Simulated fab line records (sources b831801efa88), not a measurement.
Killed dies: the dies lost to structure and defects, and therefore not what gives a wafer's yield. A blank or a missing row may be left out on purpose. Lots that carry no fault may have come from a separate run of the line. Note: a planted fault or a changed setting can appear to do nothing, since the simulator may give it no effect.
Chamber matching | flow gf180mcu | 4 sister chambers for GF_M5_ETCH_09 on rieDiel-04
The step etches Si3N4 in CF4/O2, target depth 52 nm, time 11.6 s. 14 wafers are shown with their chamber, then 7 later ones without.

WAFERS, EACH WITH ITS CHAMBER
wafer  | chamber | drypumpMotorCurrentA (A) | oesProductAu (a.u.) | throttleValvePct (%)
L632.2 | 2       | 6.3                      | 0.982               | 5.966
L632.3 | 1       | 6.3                      | 0.975               | 5.972
L632.6 | 3       | 5.6                      | 1.007               | 5.967
L638.3 | 2       | 6.3                      | 0.982               | 5.967
L638.4 | 3       | 5.6                      | 1.016               | 5.977
L638.6 | 2       | 6.3                      | 0.989               | 5.962
L648.1 | 0       | 5.2                      | 0.968               | 5.959
L648.3 | 2       | 6.3                      | 0.977               | 5.957
L648.4 | 1       | 6.3                      | 0.990               | 5.959
L649.1 | 1       | 6.2                      | 0.972               | 5.947
L649.3 | 3       | 5.6                      | 0.996               | 5.975
L649.5 | 0       | 5.1                      | 0.969               | 5.953
L651.1 | 3       | 5.6                      | 0.996               | 5.946
L651.2 | 1       | 6.3                      | 0.985               | 5.966

SIGNATURES (averages over the wafers above)
reading              | chamber 0 | chamber 1 | chamber 2 | chamber 3 | scatter within a chamber
drypumpMotorCurrentA | 5.150     | 6.275     | 6.300     | 5.600     | 0.0354
oesProductAu         | 0.96850   | 0.98050   | 0.98250   | 1.00375   | 0.00753
throttleValvePct     | 5.95600   | 5.96100   | 5.96300   | 5.96625   | 0.0101
Rule: for a wafer and a chamber, the distance is found by dividing, reading by reading, the gap between the wafer's reading and the chamber's mean by the reading's scatter, squaring, summing and taking the root. If the next closest chamber is less than 2 further off than the closest, the wafer can't be placed; otherwise it belongs to the closest. The scatter: take each reading less its chamber's mean, square it, sum over the shown wafers, divide by the number of wafers less the number of chambers, and take the root.

WAFERS MISSING THEIR CHAMBER
wafer  | drypumpMotorCurrentA (A) | oesProductAu (a.u.) | throttleValvePct (%)
L651.3 | 5.2                      | 0.961               | 5.969
L652.1 | 6.3                      | 0.978               | 5.955
L652.2 | 6.3                      | 0.984               | 5.963
L652.5 | 6.4                      | 0.973               | 5.967
L653.2 | 6.4                      | 0.970               | 5.957
L653.3 | 5.2                      | 0.960               | 5.953
L653.5 | 5.2                      | 0.964               | 5.965

THE CHAMBER EACH PASSED THROUGH
wafer  | from the rows above     | in truth
L651.3 | 0                       | 0
L652.1 | can't be placed: 1 or 2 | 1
L652.2 | can't be placed: 2 or 1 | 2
L652.5 | can't be placed: 2 or 1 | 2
L653.2 | can't be placed: 2 or 1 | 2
L653.3 | 0                       | 0
L653.5 | 0                       | 0
Correctly placed: 3 of 7. Cannot be placed on the basis of these rows: 4; the candidates contain the true chamber in 4. Number placed wrongly: 0.
